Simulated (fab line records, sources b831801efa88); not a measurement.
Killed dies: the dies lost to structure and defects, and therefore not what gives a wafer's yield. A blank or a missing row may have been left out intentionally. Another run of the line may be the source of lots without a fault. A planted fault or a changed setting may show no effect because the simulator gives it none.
Split-lot study ; flow sfq_line ; 16 wafers read across 5 lots, on a route 325 steps long

== ABOUT THE SPLIT ==
At SFQ_TRILAYER_M0_LITHO_COAT_021 (resist thk 600 nm), the setting spin_rpm was moved away from the recipe's 3000 rpm on 6 of the 16 wafers read, by -6.9% to +5.4%. All remaining wafers had this setting at the recipe value.

No step appears in the file between the split and the reading.

== THE READING ==
KrF_of_TRILAYER_M0_LITHO_COAT_021.thk_nm (the simulator's own value, which no gauge read), in nm, at SFQ_TRILAYER_M0_ETCH_METAL_ETCH_024 (etches Nb in Cl2/Ar, stops on SiO2, target depth 240 nm, time 120 s). The file does not state a usual value for it. The 10 wafers here that ran the recipe average 382.7 nm, standard deviation 3.5 nm.

wafer;tool, chamber at the split;spin_rpm as run, rpm;against the recipe;KrF_of_TRILAYER_M0_LITHO_COAT_021.thk_nm, nm;against lot-mates on the recipe
L076.1;litho_track-02, 0;3000;recipe;375.8;-
L076.2;litho_track-02, 0;3000;recipe;389.8;-
L076.3;litho_track-02, 0;3163;+5.4%;374.8;-8.7
L076.5;litho_track-02, 0;3163;+5.4%;361.5;-22.0
L076.6;litho_track-02, 0;3000;recipe;384.9;-
L081.2;litho_track-01, 0;3000;recipe;383.4;-
L081.3;litho_track-01, 0;3000;recipe;385.4;-
L081.6;litho_track-01, 0;3000;recipe;381.4;-
L082.2;litho_track-01, 0;3000;recipe;380.4;-
L082.3;litho_track-01, 0;2794;-6.9%;404.4;+24.0
L083.1;litho_track-03, 0;2821;-6.0%;412.9;+29.9
L083.3;litho_track-03, 0;2821;-6.0%;413.7;+30.7
L083.5;litho_track-03, 0;3000;recipe;383;-
L084.2;litho_track-01, 0;2930;-2.3%;385.6;+4.0
L084.3;litho_track-01, 0;3000;recipe;382.1;-
L084.6;litho_track-01, 0;3000;recipe;381.2;-

THE FIT
A straight line over all 16 wafers: KrF_of_TRILAYER_M0_LITHO_COAT_021.thk_nm changes by -3.64 nm for each +1% of spin_rpm; r = -0.92; the points scatter about the line by 5.6 nm.
The same after taking each lot's own level away (the mean of its wafers on the recipe; 16 wafers): -3.77 nm for each +1%; r = -0.93; scatter 5.2 nm.
That fit puts the effect of the largest move of spin_rpm on the reading at 26 nm.
Measured against the standard deviation above, the lots' own levels, which go from 380.40 to 383.50 nm, span 0.9 times it.
Hence the lot-to-lot level has little effect on the slope; both slopes agree.
Check: for one of the wafers moved furthest among these (-6.9%), held out of the fit, the line's prediction against its lot-mates is +28.3 nm. It came out at +24 nm against them.

== THESE WAFERS: OTHER SPLITS ==
These wafers also went through other splits before the reading. Each is held against what the fit with the lots' levels taken away leaves over:
other split on the same wafers;wafers away from the commonest value;r with KrF_of_TRILAYER_M0_LITHO_COAT_021.thk_nm (lot level and that fit taken away)
SFQ_TRILAYER_L0_LITHO_COAT_005 resist_thk_nm;3;-0.07
SFQ_TRILAYER_L0_VIA_LITHO_COAT_018 spin_rpm;4;+0.08
SFQ_TRILAYER_L0_VIA_LITHO_PEB_016 peb_time_s;8;+0.45
SFQ_TRILAYER_M0_DEP_SPUTTER_019 time_s;2;+0.10

== THE WHOLE CHAIN: every reading that the file lists as answering this split, in the file's order ==
step;what it does;reading;change (the file's fit);r (the file's)
SFQ_TRILAYER_M0_LITHO_COAT_021;resist thk 600 nm;KrF_of_TRILAYER_M0_LITHO_COAT_021.thk_nm (the simulator's own value, which no gauge read);-3.16 nm for each +1% of the setting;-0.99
SFQ_TRILAYER_M0_ETCH_METAL_ETCH_024;etches Nb in Cl2/Ar, stops on SiO2, target depth 240 nm, time 120 s;KrF_of_TRILAYER_M0_LITHO_COAT_021.thk_nm (the simulator's own value, which no gauge read);-3.58 nm for each +1% of the setting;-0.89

== THE FILE'S OWN FIT ==
KrF_of_TRILAYER_M0_LITHO_COAT_021.thk_nm changes by -3.58 nm for each +1% of spin_rpm, r = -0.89.
